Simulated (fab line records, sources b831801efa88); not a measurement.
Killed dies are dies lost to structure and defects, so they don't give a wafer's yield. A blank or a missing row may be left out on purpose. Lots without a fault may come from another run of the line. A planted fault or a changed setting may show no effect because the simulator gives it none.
One fault seen from 2 desks | flow gf180mcu | each desk has only its own numbers; what lay behind them comes last

THE METROLOGY DESK
What the gauges read, lot by lot, whatever tool the lot ran on: means of the sampled wafers that have a number. A lot is out of limits, marked OUT, if its mean lies more than 4 standard deviations from the usual mean; the brackets give that distance.
Columns: A = V1_CVD_02_THK at GF_V1_THK_MEAS_03, usual 848 nm
lot  | first seen here | A
L271 | day 16 20:58    | 850
L272 | day 17 04:05    | 839
L273 | day 17 15:50    | 847
L274 | day 17 21:31    | 851
L275 | day 18 18:07    | 851
L276 | day 18 18:40    | 845
L277 | day 19 06:10    | 854
L278 | day 19 19:25    | 836
L279 | day 20 17:49    | 828
L282 | day 21 21:54    | 855
L284 | day 22 08:36    | 853
L285 | day 22 21:46    | 858
This desk's finding: nothing out of limits on any of the 12 lots.

THE TOOL OWNER'S DESK: litho_track-01
The tool's own readings at GF_M2_DEVELOP_13 (develop time 60 s): means of the sampled wafers that have a number, for each lot that ran on this tool. A lot is out of limits, marked OUT, if its mean lies more than 4 standard deviations from the usual mean; the brackets give that distance.
Columns: A = developer_temp_C at GF_M2_DEVELOP_13, usual 21.03 C
lot  | first seen here | A
L273 | day 19 17:28    | 20.87
L276 | day 20 21:36    | 20.98
L278 | day 21 21:22    | 21.02
L279 | day 22 19:28    | 21.14
L282 | day 23 21:49    | 20.96
L284 | day 24 08:28    | 20.30 (-7.3) OUT
L285 | day 24 20:34    | 20.16 (-8.7) OUT
This desk's finding: out of limits on L284, L285; first on L284, day 24 08:28 (developer_temp_C at GF_M2_DEVELOP_13). In limits: L273, L276, L278, L279, L282.

PUT TOGETHER
The tool owner's desk could have raised an alarm at day 24 08:28, on L284, L285.
The metrology desk saw nothing out of limits.
The metrology desk has L284, L285 on record, within its limits.
Of the lots named, all ran GF_M2_DEVELOP_13 on litho_track-01.

WHAT THE SIMULATOR HAD PUT IN
Process parameter drift: litho_track-01, from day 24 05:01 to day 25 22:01, at GF_M2_DEVELOP_13. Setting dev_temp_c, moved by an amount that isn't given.
Lots struck among those shown: L284, L285.
Hours from the fault's start to each desk's first reading out of limits: the tool owner's desk, 3.
